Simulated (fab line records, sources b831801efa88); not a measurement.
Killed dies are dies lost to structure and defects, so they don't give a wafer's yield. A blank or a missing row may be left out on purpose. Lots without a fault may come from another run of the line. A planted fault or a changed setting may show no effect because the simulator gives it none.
Which tool did it? | flow gf180mcu | 10 lots, 30 wafers sampled, at 6 steps of a route of 602

WHAT THE GAUGES READ, wafer by wafer
GF_V4_BOW_MEAS_05. Usual: V4_BOW 135 um, standard deviation 8.
lot  | measured     | on            | V4_BOW (um) | flag
L766 | day 23 06:16 | film_metro-01 | 138 140 142 |
L768 | day 24 06:34 | film_metro-03 | 129 122 120 |
L767 | day 24 08:31 | film_metro-02 | 148 127 140 |
L769 | day 24 16:17 | film_metro-03 | 127 133 142 |
L770 | day 25 01:02 | film_metro-02 | 131 137 136 |
L779 | day 27 19:41 | film_metro-02 | 143 133 129 |
L783 | day 29 01:37 | film_metro-03 | 146 137 130 |
L784 | day 29 09:50 | film_metro-02 | 151 145 142 |
L785 | day 29 18:27 | film_metro-01 | 144 128 138 |
L789 | day 30 13:49 | film_metro-03 | 151 140 137 |

GF_V4_RS_MEAS_24: measures by four-point-probe. Usual: V4_W_RS 0.332 ohm/sq, standard deviation 0.0034.
lot  | measured     | on            | V4_W_RS (ohm/sq)  | flag
L766 | day 24 05:55 | film_metro-02 | 0.333 0.330 0.329 |
L768 | day 25 05:26 | film_metro-01 | 0.338 0.339 0.336 |
L767 | day 25 07:08 | film_metro-03 | 0.327 0.325 0.330 |
L769 | day 25 15:15 | film_metro-03 | 0.334 0.327 0.339 |
L770 | day 25 23:10 | film_metro-03 | 0.335 0.334 0.336 |
L779 | day 28 16:46 | film_metro-01 | 0.328 0.357 0.335 |
L783 | day 29 21:17 | film_metro-03 | 0.331 0.329 0.332 |
L784 | day 30 05:57 | film_metro-03 | 0.335 0.334 0.337 |
L785 | day 30 14:13 | film_metro-01 | 0.325 0.329 0.326 |
L789 | day 31 08:13 | film_metro-03 | 0.326 0.328 0.329 |

GF_V4_THK_MEAS_25: measures by xrf. Usual: V4_W_THK 337 nm, standard deviation 6.
lot  | measured     | on            | V4_W_THK (nm) | flag
L766 | day 24 06:02 | film_metro-02 | 338 343 341   |
L768 | day 25 05:32 | film_metro-01 | 325 328 326   |
L767 | day 25 07:14 | film_metro-03 | 342 344 337   |
L769 | day 25 15:22 | film_metro-03 | 335 342 330   |
L770 | day 25 23:16 | film_metro-03 | 332 333 333   |
L779 | day 28 16:52 | film_metro-01 | 334 306 328   |
L783 | day 29 21:24 | film_metro-03 | 337 342 341   |
L784 | day 30 06:03 | film_metro-03 | 340 342 337   |
L785 | day 30 14:20 | film_metro-01 | 336 332 336   |
L789 | day 31 08:19 | film_metro-03 | 345 344 342   |

GF_M5_OVL_MEAS_08. Usual: M5_OVL 4 nm, standard deviation 7.3.
lot  | measured     | on         | M5_OVL (nm) | flag
L766 | day 26 01:32 | overlay-02 | -7 3 15     |
L768 | day 27 01:25 | overlay-02 | 3 8 6       |
L767 | day 27 01:46 | overlay-01 | 3 5 1       |
L769 | day 27 09:23 | overlay-02 | -3 3 5      |
L770 | day 27 17:36 | overlay-02 | 11 3 1      |
L779 | day 30 07:16 | overlay-02 | -2 3 -1     |
L783 | day 31 10:58 | overlay-02 | 10 3 9      |
L784 | day 31 18:26 | overlay-01 | 8 6 17      |
L785 | day 32 02:55 | overlay-01 | 11 7 11     |
L789 | day 32 19:13 | overlay-01 | -4 0 -7     |

GF_V5_THK_MEAS_01. Usual: V5_CVD_00_THK 300 nm, standard deviation 3.1.
lot  | measured     | on            | V5_CVD_00_THK (nm) | flag
L766 | day 26 02:26 | film_metro-01 | 302 307 303        |
L768 | day 27 02:11 | film_metro-04 | 297 297 294        |
L767 | day 27 02:33 | film_metro-01 | 298 302 298        |
L769 | day 27 10:10 | film_metro-02 | 303 304 303        |
L770 | day 27 18:30 | film_metro-04 | 296 298 301        |
L779 | day 30 08:03 | film_metro-02 | 296 297 295        |
L783 | day 31 11:46 | film_metro-04 | 304 301 304        |
L784 | day 31 19:14 | film_metro-04 | 300 302 302        |
L785 | day 32 03:40 | film_metro-04 | 297 300 297        |
L789 | day 32 19:59 | film_metro-02 | 304 300 304        |

WHICH TOOL RAN EACH LOT (tool, then ch and the chambers of the sampled wafers, then the start)
lot  | GF_V4_CVD_23
L766 | cvd_w-02 ch 0,1, day 24 05:49
L768 | cvd_w-02 ch 0, day 25 05:18
L767 | cvd_w-02 ch 0,1, day 25 07:01
L769 | cvd_w-02 ch 1, day 25 15:02
L770 | cvd_w-01 ch 0,1, day 25 23:02
L779 | cvd_w-02 ch 0,1, day 28 16:37
L783 | cvd_w-01 ch 0,1, day 29 21:10
L784 | cvd_w-01 ch 0,1, day 30 05:50
L785 | cvd_w-01 ch 0,1, day 30 14:07
L789 | cvd_w-02 ch 0,1, day 31 08:04
- GF_V4_CVD_23: deposits W, target thk 350 nm, time 104.9 s.

WHAT THE TOOLS THEMSELVES READ (means of the sampled wafers that have a number; where no wafer has one, the mark that the record gives instead)
GF_V4_CVD_23. Usual: chamber_pressure_Torr 39.99 Torr, standard deviation 0.098; heater_power_w 856 W, standard deviation 35.
lot  | tool     | chamber_pressure_Torr (Torr) | heater_power_w (W) | flag
L766 | cvd_w-02 | 40.03                        | 841                |
L768 | cvd_w-02 | 40.05                        | 837                |
L767 | cvd_w-02 | 40.02                        | 828                |
L769 | cvd_w-02 | 39.99                        | 824                |
L770 | cvd_w-01 | 39.97                        | 903                |
L779 | cvd_w-02 | 39.94                        | 837                |
L783 | cvd_w-01 | 39.97                        | 906                |
L784 | cvd_w-01 | 39.90                        | 915                |
L785 | cvd_w-01 | 39.91                        | 925                |
L789 | cvd_w-02 | 39.92                        | 840                |

THE ANSWER, worked out from the rows above alone
Rule: a lot is off if the mean of its wafers that have a number lies more than 3 standard deviations from the usual mean. A lot without any number at a reading at which 4 lots or more have one is off too. The other lots that the step has rows for count as sound. The gauges are gone through in route order, then the tools' own readings, and for those a lot's mean is taken as printed above. The first step at which some lot is off is used, and at that step the reading that is off furthest; a lot without a number counts as furthest.
No lot is off at any reading shown: from this, nothing can be told.

WHAT THE SIMULATOR HAD PUT IN
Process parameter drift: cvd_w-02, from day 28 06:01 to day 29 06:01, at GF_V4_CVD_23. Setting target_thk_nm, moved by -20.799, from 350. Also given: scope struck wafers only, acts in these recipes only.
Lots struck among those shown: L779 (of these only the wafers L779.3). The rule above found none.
